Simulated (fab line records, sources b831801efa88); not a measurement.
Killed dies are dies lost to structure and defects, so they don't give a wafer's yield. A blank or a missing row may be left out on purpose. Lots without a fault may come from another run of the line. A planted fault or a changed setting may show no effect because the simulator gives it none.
One fault seen from 2 desks | flow sky130 | each desk has only its own numbers; what lay behind them comes last

THE METROLOGY DESK
What the gauges read, lot by lot, whatever tool the lot ran on: means of the sampled wafers that have a number. A lot is out of limits, marked OUT, if its mean lies more than 4 standard deviations from the usual mean; the brackets give that distance.
Columns: A = METAL2_ALCU_RS at SKY_METAL2_RS_MEAS_05, usual 0.1268 ohm/sq; B = METAL2_ALCU_THK at SKY_METAL2_THK_MEAS_06, usual 251.4 nm
lot  | first seen here | A                 | B
L868 | day 34 18:34    | 0.1264            | 251.5
L869 | day 35 02:11    | 0.1271            | 253.1
L870 | day 35 12:41    | 0.1276            | 249.4
L872 | day 35 23:52    | 0.1286            | 247.3
L876 | day 37 05:32    | 0.1258            | 252.9
L879 | day 38 04:20    | 0.1210 (-5.8) OUT | 259.2
L880 | day 38 21:38    | 0.1232            | 256.5
L883 | day 39 09:32    | 0.1273            | 252.3
L885 | day 39 16:37    | 0.1261            | 254.7
L886 | day 40 06:28    | 0.1265            | 251.2
L889 | day 41 03:52    | 0.1269            | 251.7
This desk's finding: out of limits on L879; first on L879, day 38 04:20 (METAL2_ALCU_RS at SKY_METAL2_RS_MEAS_05). In limits: L868, L869, L870, L872, L876, L880, L883, L885, L886, L889.

THE TOOL OWNER'S DESK: pvd_sputter-02
The tool's own readings at SKY_METAL2_SPUTTER_02 (material AlCu, target thk 250 nm, time 13.3 s): means of the sampled wafers that have a number, for each lot that ran on this tool. A lot is out of limits, marked OUT, if its mean lies more than 4 standard deviations from the usual mean; the brackets give that distance.
Columns: A = chamber_pressure_pa at SKY_METAL2_SPUTTER_02, usual 0.4000 Pa; B = throttle_valve_pct at SKY_METAL2_SPUTTER_02, usual 29.8 %
lot  | first seen here | A                | B
L868 | day 34 18:28    | 0.3995           | 29.6
L876 | day 37 05:26    | 0.4005           | 29.5
L879 | day 38 04:14    | 0.3297 (-98) OUT | 32.2
L880 | day 38 21:32    | 0.3649 (-49) OUT | 31.0
This desk's finding: out of limits on L879, L880; first on L879, day 38 04:14 (chamber_pressure_pa at SKY_METAL2_SPUTTER_02). In limits: L868, L876.

PUT TOGETHER
The tool owner's desk could have raised an alarm at day 38 04:14, on L879, L880.
The metrology desk could have raised an alarm at day 38 04:20, on L879.
The metrology desk has L880 on record, within its limits.
Of the lots named, all ran SKY_METAL2_SPUTTER_02 on pvd_sputter-02.

WHAT THE SIMULATOR HAD PUT IN
Process parameter drift: pvd_sputter-02, from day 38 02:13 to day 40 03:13, at SKY_METAL2_SPUTTER_02. Setting chamber_pressure_pa, moved by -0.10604, from 0.4. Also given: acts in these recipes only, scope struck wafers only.
Lots struck among those shown: L879, L880.
Hours from the fault's start to each desk's first reading out of limits: the tool owner's desk, 2; the metrology desk, 2.
